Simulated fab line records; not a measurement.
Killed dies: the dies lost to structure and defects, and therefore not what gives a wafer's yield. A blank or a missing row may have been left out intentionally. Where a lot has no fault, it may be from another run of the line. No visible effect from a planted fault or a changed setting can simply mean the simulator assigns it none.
fab line records	flow sky130
record: lots: 12	wafers: 36	lastDay: 50
route steps=708 shown RES_PROTECT@208 CONTACT@421 METAL1@437
lots with no fault: from the same line, run without faults
startH: hours from the record's opening day to when the first of the lot's shown wafers began	waitH: hours elapsed since this lot's preceding step	" repeats the value in the row above	L1.1+2: a single row standing in for several wafers	- no value, or no start given	* or withheld: withheld	< > ~ a bound
route shown NAME@n: names a module that has steps shown in the file, with the first one's number in the route	usual: mean/standard deviation taken from wafers without a fault	same: alike in all rows	chamber/n: place in a boat	sites: the reading at each site	_std_site: the values' standard deviation	_edge_site: inner sites' mean taken away from outer sites' mean	radiusMm: how far each site lies from the wafer's centre	mask NAME#n: copy n	behind: tool/chamber where the wafer was last shaped	hold: reason for holding the lot/hours on hold/outcome of the hold	device: the n, p or np transistor that did not switch	end of line: tests of these same wafers at the route's end	a step given without rows: its recipe and nothing more	killed: dies lost to structure and defects at the first sort, not the wafer's yield	map: a wafer's dies, marking killed ones x, the rest . and places with no die _
set.NAME: the run value of the setting; set.NAME@STEP: its run value at that earlier step	model.NAME: the simulator's own value behind a step, which no gauge read
the route's steps for a sample of lots (tables are steps, rows are wafers)
services: when a tool's chamber went out of use (startH, in hours from the record's first day, below 0 if earlier), for how many hours, and the reason
== steps ==
step: SKY_RES_PROTECT_COAT_02
recipe: resist: NOVOLAK	spinRpm: 3000	resistThkNm: 1140
usual: resistLineTempC: 22.99/0.11
lot.wafer	tool	chamber	startH	waitH	resistLineTempC
L448.3	lithoTrack-02	0	321.15	0.1	23.10
L448.4	"	0	"	"	23.04
L448.5	"	0	"	"	23.18
L450.1	lithoTrack-02	0	352.75	0.1	22.84
L450.2	"	0	"	"	22.81
L450.3	"	0	"	"	23.17
L451.2	lithoTrack-02	0	363.47	0.1	23.03
L451.4	"	0	"	"	23.02
L451.5	"	0	"	"	22.93
L453.4	lithoTrack-02	0	370.02	0.1	22.91
L453.5	"	0	"	"	22.92
L453.6	"	0	"	"	22.78
L452.2	lithoTrack-03	0	371.28	0.1	22.99
L452.3	"	0	"	"	23.04
L452.4	"	0	"	"	22.96
L461.2	lithoTrack-04	0	439.74	0.1	23.14
L461.3	"	0	"	"	23.07
L461.6	"	0	"	"	23.03
L463.3	lithoTrack-03	0	452.60	0.1	22.89
L463.5	"	0	"	"	22.84
L463.6	"	0	"	"	22.70
L465.1	lithoTrack-04	0	474.31	0.1	23.02
L465.2	"	0	"	"	23.08
L465.6	"	0	"	"	23.03
L467.2	lithoTrack-04	0	489.59	0.1	22.95
L467.4	"	0	"	"	22.96
L467.6	"	0	"	"	22.83
L468.2	lithoTrack-03	0	495.62	0.1	23.16
L468.5	"	0	"	"	23.03
L468.6	"	0	"	"	23.14
L469.2	lithoTrack-04	0	501.09	0.1	22.97
L469.5	"	0	"	"	23.04
L469.6	"	0	"	"	22.89
L470.1	lithoTrack-02	0	513.50	0.1	22.97
L470.2	"	0	"	"	22.91
L470.6	"	0	"	"	22.96
step: SKY_RES_PROTECT_STRIP_07
recipe: chemistry: O2/N2	powerW: 1400	pressureMtorr: 1500	platenTempC: withheld	o2FlowSccm: 3000	n2FlowSccm: 300	overashFraction: 0.5
usual: drypumpMotorCurrentA: 5.54/0.27	oesProductAu: 0.518/0.0048	stripTimeToEndpointS: 23.30/0.051
lot.wafer	tool	chamber	startH	waitH	drypumpMotorCurrentA	oesProductAu	rfHoursCounterH	stripTimeToEndpointS
L448.3	plasmaAsher-03	1	334.13	0.1	5.68	0.509	-	23.26
L448.4	"	0	"	"	5.61	0.519	-	23.26
L448.5	"	0	"	"	5.60	0.519	-	23.25
L450.1	plasmaAsher-04	1	366.16	0.1	5.38	0.515	68	23.38
L450.2	"	0	"	"	5.11	0.516	68	23.34
L450.3	"	1	"	"	5.36	0.521	-	23.34
L451.2	plasmaAsher-04	0	377.31	0.1	5.12	0.458	69	18.20
L451.4	"	0	"	"	5.10	0.464	-	18.18
L451.5	"	0	"	"	5.11	0.446	-	18.17
L453.4	plasmaAsher-02	1	384.08	0.1	5.34	0.462	-	18.13
L453.5	"	1	"	"	5.33	0.463	-	18.18
L453.6	"	0	"	"	6.01	0.463	-	18.17
L452.2	plasmaAsher-03	0	385.60	0.1	5.61	0.524	26	23.33
L452.3	"	1	"	"	5.70	0.514	-	23.28
L452.4	"	0	"	"	5.62	0.516	-	23.32
L461.2	plasmaAsher-03	1	456.15	0.1	5.68	0.514	33	23.27
L461.3	"	0	"	"	5.60	0.514	-	23.29
L461.6	"	1	"	"	5.71	0.528	-	23.28
L463.3	plasmaAsher-02	1	468.43	0.1	5.35	0.518	-	23.24
L463.5	"	1	"	"	5.39	0.515	-	23.27
L463.6	"	0	"	"	6.03	0.509	-	23.31
L465.1	plasmaAsher-03	0	490.70	0.1	5.58	0.524	36	23.26
L465.2	"	1	"	"	5.72	0.508	36	23.35
L465.6	"	0	"	"	5.56	0.521	-	23.27
L467.2	plasmaAsher-03	1	505.20	0.1	5.72	0.524	37	23.28
L467.4	"	1	"	"	5.72	0.508	-	23.32
L467.6	"	0	"	"	5.61	0.519	-	23.29
L468.2	plasmaAsher-03	1	511.70	0.1	5.70	0.516	38	23.25
L468.5	"	0	"	"	5.59	0.515	-	23.24
L468.6	"	1	"	"	5.70	0.519	-	23.27
L469.2	plasmaAsher-02	1	517.01	0.1	5.39	0.525	9	23.33
L469.5	"	0	"	"	6.05	0.513	-	23.34
L469.6	"	1	"	"	5.35	0.514	-	23.31
L470.1	plasmaAsher-04	0	529.00	0.1	5.10	0.520	84	23.35
L470.2	"	1	"	"	5.40	0.506	84	23.28
L470.6	"	0	"	"	5.10	0.516	-	23.28
step: SKY_CONTACT_OVL_MEAS_15
usual: CONTACT_OVL: 0/4.8
lot.wafer	tool	chamber	startH	waitH	CONTACT_OVL[nm]
L448.3	overlay-01	-	730.18	0.1	10
L448.4	"	-	"	"	-2
L448.5	"	-	"	"	11
L450.1	overlay-01	-	763.97	0.1	3
L450.2	"	-	"	"	-2
L450.3	"	-	"	"	-1
L451.2	overlay-01	-	773.17	0.9	3
L451.4	"	-	"	"	-1
L451.5	"	-	"	"	-3
L453.4	overlay-01	-	777.44	0.1	-8
L453.5	"	-	"	"	-5
L453.6	"	-	"	"	6
L452.2	overlay-01	-	783.91	0.1	5
L452.3	"	-	"	"	3
L452.4	"	-	"	"	1
L461.2	overlay-02	-	840.63	0.1	-1
L461.3	"	-	"	"	3
L461.6	"	-	"	"	-5
L463.3	overlay-01	-	850.41	0.1	6
L463.5	"	-	"	"	5
L463.6	"	-	"	"	5
L465.1	overlay-02	-	869.17	0.1	3
L465.2	"	-	"	"	-2
L465.6	"	-	"	"	-1
L467.2	overlay-02	-	880.18	0.1	-3
L467.4	"	-	"	"	7
L467.6	"	-	"	"	1
L468.2	overlay-02	-	888.43	0.1	-2
L468.5	"	-	"	"	3
L468.6	"	-	"	"	-4
L469.2	overlay-01	-	890.28	0.1	-2
L469.5	"	-	"	"	-4
L469.6	"	-	"	"	-5
L470.1	overlay-01	-	898.72	0.1	-7
L470.2	"	-	"	"	-1
L470.6	"	-	"	"	-2
step: SKY_METAL1_SPUTTER_03
recipe: material: Ti	targetThkNm: 5	powerW: 3000	timeS: 3.3	chamberPressurePa: 0.4
usual: throttleValvePct: 30.7/0.68
lot.wafer	tool	chamber	startH	waitH	throttleValvePct
L448.3	pvdSputter-02	-	731.85	0.0	29.4
L448.4	"	-	"	"	30.4
L448.5	"	-	"	"	31.0
L450.1	pvdSputter-04	-	765.55	0.0	31.9
L450.2	"	-	"	"	30.6
L450.3	"	-	"	"	29.8
L451.2	pvdSputter-04	-	774.71	0.0	29.9
L451.4	"	-	"	"	30.1
L451.5	"	-	"	"	30.5
L453.4	pvdSputter-02	-	778.93	0.0	30.7
L453.5	"	-	"	"	30.6
L453.6	"	-	"	"	31.0
L452.2	pvdSputter-04	-	785.51	0.0	30.3
L452.3	"	-	"	"	30.0
L452.4	"	-	"	"	30.5
L461.2	pvdSputter-01	-	842.10	0.0	30.9
L461.3	"	-	"	"	31.1
L461.6	"	-	"	"	30.7
L463.3	pvdSputter-04	-	851.95	0.0	29.9
L463.5	"	-	"	"	31.7
L463.6	"	-	"	"	29.7
L465.1	pvdSputter-04	-	870.65	0.0	29.9
L465.2	"	-	"	"	31.6
L465.6	"	-	"	"	31.6
L467.2	pvdSputter-04	-	881.82	0.0	30.4
L467.4	"	-	"	"	31.5
L467.6	"	-	"	"	31.6
L468.2	pvdSputter-04	-	890.22	0.0	29.8
L468.5	"	-	"	"	30.1
L468.6	"	-	"	"	29.6
L469.2	pvdSputter-04	-	891.77	0.0	30.2
L469.5	"	-	"	"	31.6
L469.6	"	-	"	"	29.8
L470.1	pvdSputter-02	-	900.20	0.0	31.1
L470.2	"	-	"	"	30.3
L470.6	"	-	"	"	30.9
step: SKY_METAL1_THK_MEAS_06
recipe: thkMeasGauge: xrf	reads: AlCu_of_METAL1_SPUTTER_02
usual: METAL1_ALCU_THK: 254.0/2.3
lot.wafer	tool	chamber	startH	waitH	METAL1_ALCU_THK[nm]
L448.3	filmMetro-02	-	732.06	0.1	252.5
L448.4	"	-	"	"	253.2
L448.5	"	-	"	"	253.8
L450.1	filmMetro-02	-	765.74	0.1	253.6
L450.2	"	-	"	"	254.9
L450.3	"	-	"	"	252.6
L451.2	filmMetro-02	-	774.91	0.1	257.3
L451.4	"	-	"	"	256.8
L451.5	"	-	"	"	257.4
L453.4	filmMetro-04	-	779.15	0.1	251.8
L453.5	"	-	"	"	251.5
L453.6	"	-	"	"	251.8
L452.2	filmMetro-04	-	785.70	0.1	254.7
L452.3	"	-	"	"	256.5
L452.4	"	-	"	"	252.7
L461.2	filmMetro-04	-	842.30	0.1	253.5
L461.3	"	-	"	"	254.7
L461.6	"	-	"	"	256.1
L463.3	filmMetro-02	-	852.16	0.1	254.4
L463.5	"	-	"	"	254.3
L463.6	"	-	"	"	256.1
L465.1	filmMetro-04	-	870.84	0.1	255.7
L465.2	"	-	"	"	256.9
L465.6	"	-	"	"	256.2
L467.2	filmMetro-01	-	882.02	0.1	255.9
L467.4	"	-	"	"	256.0
L467.6	"	-	"	"	255.5
L468.2	filmMetro-04	-	890.42	0.1	253.4
L468.5	"	-	"	"	252.8
L468.6	"	-	"	"	252.4
L469.2	filmMetro-02	-	891.97	0.1	254.3
L469.5	"	-	"	"	255.7
L469.6	"	-	"	"	256.0
L470.1	filmMetro-02	-	900.39	0.1	250.9
L470.2	"	-	"	"	248.3
L470.6	"	-	"	"	251.0
== services ==
tool	chamber	startH	hours	kind
pvdSputter-01	-	300.91	1.6	repair
pvdSputter-02	-	303.26	9.0	repair
plasmaAsher-03	-	322.17	3.6	repair
plasmaAsher-03	-	340.89	4.2	repair
pvdSputter-02	-	355.92	8.7	repair
pvdSputter-01	-	373.11	0.6	repair
pvdSputter-01	-	381.43	1.3	repair
pvdSputter-04	-	402.76	7.3	repair
pvdSputter-04	-	417.27	0.6	repair
plasmaAsher-02	-	421.25	9.0	pm
pvdSputter-02	-	431.92	2.1	repair
pvdSputter-04	-	441.10	3.1	repair
pvdSputter-04	-	467.21	8.9	repair
pvdSputter-01	-	484.15	1.5	repair
plasmaAsher-04	-	542.33	2.8	pm
pvdSputter-02	-	551.82	0.6	repair
plasmaAsher-03	-	664.83	2.4	repair
plasmaAsher-02	-	664.91	2.8	pm
pvdSputter-04	-	683.08	3.4	repair
plasmaAsher-03	-	711.42	1.4	repair
plasmaAsher-04	-	733.75	9.0	pm
plasmaAsher-02	-	741.09	4.3	pm
plasmaAsher-02	-	747.26	3.0	repair
plasmaAsher-03	-	750.34	0.6	repair
== key ==
firstSign: step: SKY_RES_PROTECT_STRIP_07	reading: stripTimeToEndpointS	direction: down	sigmas: 99+	usual: *	struck: *
effect: step: SKY_RES_PROTECT_STRIP_07	reading: oesProductAu	direction: down	sigmas: 12	usual: 0.518	struck: 0.459
metAt SKY_RES_PROTECT_COAT_02
struckLots L451,L453
testerLeftOut L451,L453
notActingAt SKY_CONTACT_OVL_MEAS_15,SKY_METAL1_SPUTTER_03,SKY_METAL1_THK_MEAS_06
onsetBetween 352.75 363.47
fault: kind: processParameterDrift	tool: lithoTrack-02	chamber: -	onsetH: 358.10	steps: SKY_RES_PROTECT_COAT_02	channel: resistThkNm	offset: -457.71	shape: step	endH: 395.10	actsIn: theseRecipesOnly	stated: 1140
testerLeftOut: of these lots the tester's yield and bins aren't shown, on N5 and GAA mostly nor the transistor test; their killed dies are dies lost to structure and defects alone, not to doping, threshold or leakage, so they don't give the yield
